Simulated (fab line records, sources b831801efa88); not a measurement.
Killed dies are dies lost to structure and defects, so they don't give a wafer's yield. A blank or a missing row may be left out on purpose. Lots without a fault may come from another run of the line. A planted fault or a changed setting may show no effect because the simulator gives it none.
One fault seen from 2 desks | flow sky130 | each desk has only its own numbers; what lay behind them comes last

THE METROLOGY DESK
What the gauges read, lot by lot, whatever tool the lot ran on: means of the sampled wafers that have a number. A lot is out of limits, marked OUT, if its mean lies more than 4 standard deviations from the usual mean; the brackets give that distance.
Columns: A = METAL2_OVL at SKY_METAL2_OVL_MEAS_16, usual 0 nm
lot  | first seen here | A
L397 | day 35 02:23    | 9
L398 | day 35 20:08    | 1
L403 | day 37 21:11    | -3
L405 | day 38 12:43    | 8
L406 | day 38 22:32    | -10
L407 | day 39 02:11    | 3
L412 | day 40 19:05    | -3
L409 | day 40 19:23    | 4
L408 | day 40 23:49    | -5
L413 | day 41 01:54    | 2
L419 | day 42 19:26    | 0
This desk's finding: nothing out of limits on any of the 11 lots.

THE TOOL OWNER'S DESK: litho_track-03
The tool's own readings at SKY_VIA2_COAT_06 (resist thk 60 nm): means of the sampled wafers that have a number, for each lot that ran on this tool. A lot is out of limits, marked OUT, if its mean lies more than 4 standard deviations from the usual mean; the brackets give that distance.
Columns: A = dispense_pressure_kPa at SKY_VIA2_COAT_06, usual 55.5 kPa
lot  | first seen here | A
L405 | day 39 03:49    | 55.7
L406 | day 39 11:13    | 55.8
L407 | day 39 15:49    | 55.7
L412 | day 41 08:40    | 55.7
L408 | day 41 12:52    | 55.7
L413 | day 41 14:57    | 55.8
This desk's finding: nothing out of limits on any of the 6 lots.

PUT TOGETHER
The metrology desk saw nothing out of limits.
The tool owner's desk saw nothing out of limits.

WHAT THE SIMULATOR HAD PUT IN
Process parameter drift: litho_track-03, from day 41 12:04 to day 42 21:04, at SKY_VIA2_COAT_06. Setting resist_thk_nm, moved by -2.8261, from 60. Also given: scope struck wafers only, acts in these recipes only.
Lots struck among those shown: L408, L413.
